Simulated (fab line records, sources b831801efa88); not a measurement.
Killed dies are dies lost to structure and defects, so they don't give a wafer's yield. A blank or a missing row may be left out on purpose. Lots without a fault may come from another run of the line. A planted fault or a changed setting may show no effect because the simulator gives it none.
A struck lot beside a sound one | flow gf180mcu | 15 steps out of a route of 602
Sound: wafers L741.1, L741.2, L741.5. Struck: wafers L750.2, L750.5. (L750.4 of the same lot was not struck and is left out.) The cause comes at the end.
At each step with rows: each side's tool, then ch and its chambers, then its first start. Under that, the readings that differ: sound wafers | struck wafers | difference of the means | sigmas: that difference in standard deviations of wafers without a fault.
alike: readings whose means differ by less than 2 such deviations, and words and numbers that are the same on both sides. not compared: withheld readings, readings that some wafer has no value for, bounds like >300 that may hide the same value, and numbers for which the record gives no deviation and whose values overlap.
The two part at a step that has a row with sigmas, a row that says differs or no value, or rows on one side only. Numbers that don't overlap but have no deviation are shown without sigmas and don't part them. A reading that every wafer of one side lacks parts them only if that side has two wafers or more.

GF_V4_CD_MEAS_14: target cd 260 nm.
  sound on cd_sem-01, day 24 23:57; struck on cd_sem-02, day 27 21:52
  reading    | sound             | struck      | difference | sigmas
  cd_nm (nm) | 258.7 257.3 257.3 | 259.6 261.4 | +2.7       | +2
GF_V4_OVL_MEAS_15:
  sound on overlay-02, day 25 00:04; struck on overlay-01, day 27 21:59
  alike: V4_OVL
then, 1 step without rows for these wafers: GF_V4_ETCH_16 (etches BARC in N2/H2).
GF_V4_ETCH_17: etches SiO2 in C4F8/O2/Ar, stops on TiN, target depth 630 nm.
  sound on rie_diel-04 ch 1,3; struck on rie_diel-01 ch 2,3
  alike: oes_product_au
GF_V4_STRIP_18: strips in O2/N2.
  sound on plasma_asher-03 ch 0,1, day 25 00:14; struck on plasma_asher-04 ch 0,1, day 27 22:08
  alike: drypump_motor_current_A, heater_power_w, oes_product_au
  not compared: rf_hours_counter_h
then, 2 steps without rows for these wafers: GF_V4_STRIP_19 (strips in post etch residue remover, time 1200 s); GF_V4_CLEAN_20 (cleans in DIW).
GF_V4_SPUTTER_21: material Ti, target thk 15 nm, time 80.02 s.
  sound on pvd_sputter-02, day 25 00:46; struck on pvd_sputter-01, day 27 22:40
  alike: throttle_valve_pct
GF_V4_SPUTTER_22: material TiN, target thk 10 nm, time 40 s.
  sound on pvd_sputter-02, day 25 00:50; struck on pvd_sputter-01, day 27 22:44
  alike: throttle_valve_pct
then, 1 step without rows for these wafers: GF_V4_CVD_23 (deposits W, target thk 350 nm, time 104.9 s).
GF_V4_RS_MEAS_24: measures by four-point-probe.
  sound on film_metro-04, day 25 00:59; struck on film_metro-02, day 27 22:54
  alike: V4_W_RS
GF_V4_THK_MEAS_25: measures by xrf.
  sound on film_metro-04, day 25 01:06; struck on film_metro-02, day 27 23:01
  alike: V4_W_THK
GF_V4_CMP_26: polishes, stops on SiO2, t overpolish 15 s, target thk 0 nm.
  sound on cmp-01 ch 1,2, day 25 01:32; struck on cmp-02 ch 2, day 27 23:04
  reading                | sound                | struck      | difference | sigmas
  overpolish_run_s (s)   | 14.996 14.998 14.992 | 0.041 0.039 | -14.955    | -99 or more
  time_to_endpoint_s (s) | 89 89 93             | 130 130     | +40        | +9
  alike: head_pressure_psi, motor_current_A, slurry_filter_dp_kPa
GF_MIM_SPUTTER_00: material Ti, target thk 37.5 nm, time 150 s.
  the record has rows for the sound wafers here (pvd_sputter-01, day 25 01:50) and none for the struck ones
-- the record jumps here: 4 days lie between the struck wafers' starts before and after (it left off in module MIM and takes up again in module PASSIVATION, whose first step shown is number 602 of the route) --
GF_PASSIVATION_PROBE_99:
  the record has rows for the struck wafers here (prober-01, day 32 03:17) and none for the sound ones

WHERE THEY PART
First at GF_V4_CD_MEAS_14; last, within this record, at GF_PASSIVATION_PROBE_99.

WHY: what the simulator had put in
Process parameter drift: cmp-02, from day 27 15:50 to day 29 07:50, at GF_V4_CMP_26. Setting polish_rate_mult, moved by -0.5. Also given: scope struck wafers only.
